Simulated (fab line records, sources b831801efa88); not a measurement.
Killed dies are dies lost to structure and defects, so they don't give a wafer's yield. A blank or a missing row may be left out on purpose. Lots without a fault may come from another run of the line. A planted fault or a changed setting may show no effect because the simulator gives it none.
One fault seen from 2 desks | flow gf180mcu | each desk has only its own numbers; what lay behind them comes last

THE METROLOGY DESK
What the gauges read, lot by lot, whatever tool the lot ran on: means of the sampled wafers that have a number. A lot is out of limits, marked OUT, if its mean lies more than 4 standard deviations from the usual mean; the brackets give that distance.
Columns: A = V2_BOW at GF_V2_BOW_MEAS_05, usual 98 um; B = V3_CVD_02_THK at GF_V3_THK_MEAS_03, usual 849 nm
lot  | first seen here | A   | B
L889 | day 19 12:47    | 94  | 844
L890 | day 19 22:41    | 93  | 847
L892 | day 20 19:12    | 103 | 864
L893 | day 21 00:28    | 105 | 844
L894 | day 21 22:07    | 106 | 852
L896 | day 22 00:31    | 101 | 848
L897 | day 22 15:01    | 94  | 861
L899 | day 23 09:24    | 100 | 852
L900 | day 23 18:00    | 88  | 334 (-43) OUT
L901 | day 23 21:14    | 84  | 324 (-44) OUT
L910 | day 26 18:00    | 106 | 852
L911 | day 27 09:32    | 113 | 836
This desk's finding: out of limits on L900, L901; first on L900, day 25 15:04 (V3_CVD_02_THK at GF_V3_THK_MEAS_03). In limits: L889, L890, L892, L893, L894, L896, L897, L899, L910, L911.

THE TOOL OWNER'S DESK: pecvd-04
The tool's own readings at GF_V3_CVD_02 (deposits SiO2 from TEOS, target thk 850 nm, time 94.851 s): means of the sampled wafers that have a number, for each lot that ran on this tool. A lot is out of limits, marked OUT, if its mean lies more than 4 standard deviations from the usual mean; the brackets give that distance.
Columns: A = heater_power_w at GF_V3_CVD_02, usual 637 W; B = run_length_s at GF_V3_CVD_02, usual 122.7 s
lot  | first seen here | A   | B
L892 | day 22 19:34    | 788 | 122.7
L894 | day 23 22:02    | 686 | 122.6
L897 | day 24 13:49    | 676 | 122.4
L899 | day 25 07:44    | 657 | 122.7
L900 | day 25 14:59    | 629 | 64.3 (-99 or more) OUT
L901 | day 25 19:08    | 616 | 64.0 (-99 or more) OUT
This desk's finding: out of limits on L900, L901; first on L900, day 25 14:59 (run_length_s at GF_V3_CVD_02). In limits: L892, L894, L897, L899.

PUT TOGETHER
The tool owner's desk could have raised an alarm at day 25 14:59, on L900, L901.
The metrology desk could have raised an alarm at day 25 15:04, on L900, L901.
Of the lots named, all ran GF_V3_CVD_02 on pecvd-04.

WHAT THE SIMULATOR HAD PUT IN
Process parameter drift: pecvd-04, from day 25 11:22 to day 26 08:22, at GF_V3_CVD_02. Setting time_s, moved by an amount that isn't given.
Lots struck among those shown: L900, L901.
Hours from the fault's start to each desk's first reading out of limits: the tool owner's desk, 4; the metrology desk, 4.
